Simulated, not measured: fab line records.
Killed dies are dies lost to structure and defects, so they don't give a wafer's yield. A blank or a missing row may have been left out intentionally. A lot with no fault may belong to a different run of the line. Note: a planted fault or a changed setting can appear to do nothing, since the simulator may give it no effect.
fab line records ; flow sky130
record: lots: 13; wafers: 39; last-day: 50
route steps=708 shown METAL2@505 METAL3@563 METAL5@667 PAD_OPEN@708
lots untouched by any fault: they come from a run of this same line in which no faults occurred
start-h: hours from the record's first day to the start of the lot's first wafer shown ; wait-h: hours from the lot's prior step to this one ; " identical to the entry in the row above ; L1.1+2: one row covering several wafers at once ; - no value, or no start was given ; * or withheld: withheld ; < > ~ a bound
route shown NAME@n: a module of which the file shows steps, and the number in the route of the first ; usual: the fault-free wafers' mean and standard deviation ; same: alike in all rows ; chamber/n: place in a boat ; sites: readings site by site ; _std_site: the standard deviation of these ; _edge_site: mean of outer sites minus mean of inner sites ; radius-mm: how far each site lies from the wafer's centre ; mask NAME#n: copy n ; behind: the tool/chamber that last shaped the wafer ; hold: what put the lot on hold/how long, in hours/how the hold closed ; device: the n, p or np transistor that did not switch ; end of line: the route-end tests of the same wafers ; for a step that has no rows: nothing shown but its recipe ; killed: dies lost to structure and defects at the first sort, not the wafer's yield ; map: the dies of a wafer, with x for killed, . for not killed, _ for no die there
set.NAME: the setting the step ran with; set.NAME@STEP: the setting that earlier step ran with ; model.NAME: the simulator's own value behind a step, which no gauge read
a sample of lots followed through the steps of the route, with each step as a table and each wafer as a row
services: a tool's chamber out of use, with start hour (start-h, from the record's first day; less than 0 if before it), hours out, and reason
== steps ==
step: SKY_METAL2_CLEAN_22
recipe: chemistry: IPA; time-s: 180; temp-c: 25
lot.wafer;tool;chamber;start-h;wait-h
L837.1+4+5;wet-bench-03;0;808.40;0.0
L838.4+5+6;wet-bench-04;2;811.38;0.0
L840.2+3+4;wet-bench-04;2;831.60;0.0
L842.1+3+6;wet-bench-04;1;857.84;0.0
L843.1+3+4;wet-bench-04;3;864.74;0.0
L845.1+2+3;wet-bench-03;0;878.97;0.0
L846.1+3+6;wet-bench-04;1;882.92;0.0
L847.1+3+6;wet-bench-04;0;896.42;0.0
L849.2+3+5;wet-bench-01;1;903.10;0.0
L848.1+5+6;wet-bench-03;1;905.72;0.0
L852.1+3+6;wet-bench-01;1;927.17;0.0
L854.1+3+6;wet-bench-03;3;941.32;0.0
L860.1+5+6;wet-bench-04;1;995.54;0.0
step: SKY_METAL3_CD_MEAS_13
recipe: target-cd-nm: 300
usual: cd-nm: 300.3/1.3
lot.wafer;tool;chamber;start-h;wait-h;cd-nm
L837.1;cd-sem-01;-;890.34;-;299.3
L837.4;cd-sem-01;-;890.34;-;301.0
L837.5;cd-sem-01;-;890.34;-;299.6
L838.4;cd-sem-02;-;893.24;-;300.1
L838.5;cd-sem-02;-;893.24;-;299.2
L838.6;cd-sem-02;-;893.24;-;300.2
L840.2;cd-sem-01;-;911.95;-;299.4
L840.3;cd-sem-01;-;911.95;-;299.8
L840.4;cd-sem-01;-;911.95;-;299.6
L842.1;cd-sem-01;-;938.46;-;300.7
L842.3;cd-sem-01;-;938.46;-;301.7
L842.6;cd-sem-01;-;938.46;-;302.1
L843.1;cd-sem-01;-;943.11;-;302.3
L843.3;cd-sem-01;-;943.11;-;303.3
L843.4;cd-sem-01;-;943.11;-;301.6
L845.1;cd-sem-02;-;955.76;-;300.3
L845.2;cd-sem-02;-;955.76;-;300.8
L845.3;cd-sem-02;-;955.76;-;301.2
L846.1;cd-sem-01;-;961.91;-;299.7
L846.3;cd-sem-01;-;961.91;-;300.8
L846.6;cd-sem-01;-;961.91;-;299.4
L847.1;cd-sem-02;-;975.23;-;299.0
L847.3;cd-sem-02;-;975.23;-;297.5
L847.6;cd-sem-02;-;975.23;-;298.9
L849.2;cd-sem-02;-;979.60;-;298.2
L849.3;cd-sem-02;-;979.60;-;298.3
L849.5;cd-sem-02;-;979.60;-;298.8
L848.1;cd-sem-02;-;982.89;-;301.9
L848.5;cd-sem-02;-;982.89;-;301.2
L848.6;cd-sem-02;-;982.89;-;302.7
L852.1;cd-sem-01;-;1002.99;-;298.9
L852.3;cd-sem-01;-;1002.99;-;298.6
L852.6;cd-sem-01;-;1002.99;-;300.5
L854.1;cd-sem-01;-;1015.18;-;300.5
L854.3;cd-sem-01;-;1015.18;-;300.3
L854.6;cd-sem-01;-;1015.18;-;300.5
L860.1;cd-sem-02;-;1066.46;-;300.1
L860.5;cd-sem-02;-;1066.46;-;300.1
L860.6;cd-sem-02;-;1066.46;-;299.8
step: SKY_METAL5_THK_MEAS_06
recipe: thk-meas-gauge: xrf; reads: AlCu_of_METAL5_SPUTTER_02
usual: METAL5_ALCU_THK: 1120/13
lot.wafer;tool;chamber;start-h;wait-h;METAL5_ALCU_THK[nm]
L837.1;film-metro-03;-;995.77;0.1;1109
L837.4;film-metro-03;-;995.77;0.1;1111
L837.5;film-metro-03;-;995.77;0.1;1121
L838.4;film-metro-01;-;998.58;0.1;1116
L838.5;film-metro-01;-;998.58;0.1;1135
L838.6;film-metro-01;-;998.58;0.1;1126
L840.2;film-metro-04;-;1016.59;0.1;1122
L840.3;film-metro-04;-;1016.59;0.1;1125
L840.4;film-metro-04;-;1016.59;0.1;1107
L842.1;film-metro-01;-;1041.29;0.1;1113
L842.3;film-metro-01;-;1041.29;0.1;1111
L842.6;film-metro-01;-;1041.29;0.1;1095
L843.1;film-metro-04;-;1043.98;0.1;1117
L843.3;film-metro-04;-;1043.98;0.1;1100
L843.4;film-metro-04;-;1043.98;0.1;1131
L845.1;film-metro-01;-;1054.66;0.1;1104
L845.2;film-metro-01;-;1054.66;0.1;1108
L845.3;film-metro-01;-;1054.66;0.1;1117
L846.1;film-metro-03;-;1060.87;0.1;1146
L846.3;film-metro-03;-;1060.87;0.1;1126
L846.6;film-metro-03;-;1060.87;0.1;1147
L847.1;film-metro-03;-;1072.14;0.1;1143
L847.3;film-metro-03;-;1072.14;0.1;1140
L847.6;film-metro-03;-;1072.14;0.1;1144
L849.2;film-metro-04;-;1077.03;0.1;1095
L849.3;film-metro-04;-;1077.03;0.1;1098
L849.5;film-metro-04;-;1077.03;0.1;1107
L848.1;film-metro-01;-;1077.97;0.1;1134
L848.5;film-metro-01;-;1077.97;0.1;1109
L848.6;film-metro-01;-;1077.97;0.1;1113
L852.1;film-metro-04;-;1096.64;0.1;1108
L852.3;film-metro-04;-;1096.64;0.1;1109
L852.6;film-metro-04;-;1096.64;0.1;1121
L854.1;film-metro-01;-;1106.72;0.1;1094
L854.3;film-metro-01;-;1106.72;0.1;1118
L854.6;film-metro-01;-;1106.72;0.1;1111
L860.1;film-metro-04;-;1151.84;0.1;1127
L860.5;film-metro-04;-;1151.84;0.1;1127
L860.6;film-metro-04;-;1151.84;0.1;1125
step: SKY_METAL5_STRIP_16
recipe: chemistry: O2/N2; power-w: 1400; pressure-mtorr: 1500; platen-temp-c: withheld; o2-flow-sccm: 3000; n2-flow-sccm: 300; overash-fraction: 0.5
usual: drypump-motor-current-A: 5.6/0.46; oes-product-au: 0.710/0.0043; strip-time-to-endpoint-s: 13.07/0.13
lot.wafer;tool;chamber;start-h;wait-h;drypump-motor-current-A;oes-product-au;rf-hours-counter-h;strip-time-to-endpoint-s
L837.1;plasma-asher-02;0;1019.31;0.2;6.4;0.713;124;12.94
L837.4;plasma-asher-02;1;1019.31;0.2;5.7;0.703;-;13.12
L837.5;plasma-asher-02;0;1019.31;0.2;6.4;0.709;-;13.15
L838.4;plasma-asher-02;0;1022.01;0.1;6.4;0.711;-;13.21
L838.5;plasma-asher-02;0;1022.01;0.1;6.4;0.711;-;12.91
L838.6;plasma-asher-02;1;1022.01;0.1;5.6;0.708;-;13.23
L840.2;plasma-asher-02;1;1038.73;0.2;5.7;0.709;126;13.25
L840.3;plasma-asher-02;1;1038.73;0.2;5.7;0.703;-;13.24
L840.4;plasma-asher-02;0;1038.73;0.2;6.4;0.710;-;12.99
L842.1;plasma-asher-03;1;1061.93;0.2;5.7;0.713;65;12.84
L842.3;plasma-asher-03;1;1061.93;0.2;5.7;0.709;-;12.89
L842.6;plasma-asher-03;1;1061.93;0.2;5.8;0.708;-;12.92
L843.1;plasma-asher-02;1;1065.13;0.2;5.7;0.715;0;13.05
L843.3;plasma-asher-02;1;1065.13;0.2;5.7;0.712;-;13.31
L843.4;plasma-asher-02;0;1065.13;0.2;6.4;0.711;-;13.08
L845.1;plasma-asher-02;1;1074.86;0.2;5.7;0.714;2;13.16
L845.2;plasma-asher-02;0;1074.86;0.2;6.4;0.710;2;13.13
L845.3;plasma-asher-02;0;1074.86;0.2;6.3;0.710;-;13.22
L846.1;plasma-asher-02;1;1081.67;0.2;5.7;0.710;3;12.88
L846.3;plasma-asher-02;0;1081.67;0.2;6.4;0.702;-;12.90
L846.6;plasma-asher-02;0;1081.67;0.2;6.3;0.712;-;13.00
L847.1;plasma-asher-02;0;1092.48;0.2;6.3;0.709;4;13.13
L847.3;plasma-asher-02;1;1092.48;0.2;5.7;0.708;-;13.17
L847.6;plasma-asher-02;1;1092.48;0.2;5.7;0.709;-;13.09
L849.2;plasma-asher-03;1;1096.90;0.3;5.7;0.710;70;13.13
L849.3;plasma-asher-03;1;1096.90;0.3;5.7;0.700;-;13.27
L849.5;plasma-asher-03;0;1096.90;0.3;5.1;0.714;-;13.23
L848.1;plasma-asher-02;0;1098.17;0.2;6.3;0.705;5;12.91
L848.5;plasma-asher-02;1;1098.17;0.2;5.7;0.712;-;13.04
L848.6;plasma-asher-02;0;1098.17;0.2;6.3;0.704;-;12.92
L852.1;plasma-asher-03;0;1116.43;0.2;5.1;0.705;72;13.14
L852.3;plasma-asher-03;1;1116.43;0.2;5.7;0.707;-;13.30
L852.6;plasma-asher-03;0;1116.43;0.2;5.1;0.701;-;13.03
L854.1;plasma-asher-03;1;1126.10;0.4;5.7;0.701;73;12.86
L854.3;plasma-asher-03;0;1126.10;0.4;5.1;0.712;-;12.90
L854.6;plasma-asher-03;0;1126.10;0.4;5.1;0.711;-;12.94
L860.1;plasma-asher-01;1;1168.58;0.2;5.8;0.710;94;13.13
L860.5;plasma-asher-01;1;1168.58;0.2;5.7;0.708;-;12.98
L860.6;plasma-asher-01;0;1168.58;0.2;5.0;0.714;-;13.15
step: SKY_PAD_OPEN_PROBE_99
usual: defect-limited-yield: 82.6/1.9; killed_at_M0_to_M3: 43/7.3; killed_at_M4_up: 3.0/2; killed-at-contacts: 24/5.2; killed-at-front-end: 15/4.4; killed-at-other: 0.2/0.48; killed-dies: 86/9.1; killed-open: 47/7.3; killed-short: 38/6.4; sort_bin_3_pad_short: 0.8/0.38; sort_bin_5_function: 10.5/1.4; sort_bin_6_memory: 6.1/1.1; sort-n-pass: 406/9.1; sort-yield-pct: 82.6/1.9
same: gross-dies: 492; killed-at-back-side: 0; sort_bin_4_leakage[%]: 0; sort_bin_8_speed[%]: 0
lot.wafer;tool;chamber;start-h;wait-h;defect-limited-yield[%];killed_at_M0_to_M3;killed_at_M4_up;killed-at-contacts;killed-at-front-end;killed-at-other;killed-dies;killed-open;killed-short;sort_bin_3_pad_short[%];sort_bin_5_function[%];sort_bin_6_memory[%];sort-n-pass;sort-yield-pct[%]
L854.1;prober-01;-;1166.04;0.1;72.4;97;4;22;13;0;136;48;37;2.4;16.9;8.3;356;72.4
L854.3;prober-01;-;1166.14;0.2;74.0;93;2;21;12;0;128;41;36;3.5;17.7;4.9;364;74.0
L854.6;prober-01;-;1166.29;0.2;73.6;88;0;18;23;1;130;50;33;2.0;16.9;7.5;362;73.6
killed by level:class
L854.1 METAL2:unspecified=51 VIA1:geometric-particle:open=9 VIA1:geometric-particle:short=7 METAL2:geometric-particle:short=7 LI_CONTACT:geometric-particle:open=7 VIA2:geometric-particle:open=6 FIELD_ISO:geometric-particle:open=5 LOCAL_INTERCONNECT:geometric-particle:short=5
L854.3 METAL2:unspecified=51 VIA1:geometric-particle:open=11 VIA2:geometric-particle:open=7 LI_CONTACT:geometric-particle:open=6 LOCAL_INTERCONNECT:geometric-particle:short=6 FIELD_ISO:geometric-particle:short=5 CONTACT:geometric-particle:open=5 VIA2:geometric-particle:short=5
L854.6 METAL2:unspecified=47 VIA1:geometric-particle:open=12 FIELD_ISO:geometric-particle:open=8 CONTACT:geometric-particle:open=8 VIA2:geometric-particle:open=7 METAL2:geometric-particle:short=6 LI_CONTACT:geometric-particle:open=5 VIA1:geometric-particle:short=4
== services ==
tool;chamber;start-h;hours;kind
plasma-asher-03;-;810.93;2.8;pm
plasma-asher-01;-;878.16;2.8;repair
plasma-asher-02;-;931.70;6.1;repair
plasma-asher-02;-;935.13;2.8;repair
plasma-asher-01;-;952.51;1.2;repair
plasma-asher-02;-;1009.84;1.0;repair
plasma-asher-01;-;1032.25;99.9;repair
plasma-asher-02;-;1055.25;9.0;pm
plasma-asher-02;0;1055.25;9.0;vent-cycle
plasma-asher-02;1;1055.25;9.0;vent-cycle
plasma-asher-02;0;1064.25;-;clean
plasma-asher-02;1;1064.25;-;clean
plasma-asher-03;-;1074.97;8.5;repair
wet-bench-04;-;1117.19;12.0;repair
plasma-asher-01;-;1132.15;14.6;pm
plasma-asher-01;-;1146.75;2.8;pm
plasma-asher-03;-;1161.32;1.9;repair
== key ==
first-sign: step: SKY_PAD_OPEN_PROBE_99; reading: killed_at_M0_to_M3; direction: up; sigmas: 6.8; usual: 43; struck: 93
effect: step: SKY_PAD_OPEN_PROBE_99; reading: killed-dies; direction: up; sigmas: 5; usual: 86; struck: 131
met-at SKY_METAL2_CLEAN_22
struck-lots L854
struck-wafers L854.1,L854.3,L854.6
not-acting-at SKY_METAL3_CD_MEAS_13,SKY_METAL5_THK_MEAS_06,SKY_METAL5_STRIP_16
fault: kind: chamber-particle-source; tool: wet-bench-03; chamber: 3; onset-h: 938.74; steps: SKY_METAL2_CLEAN_22; rate-per-visit-cm2: 0.70892; end-h: 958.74
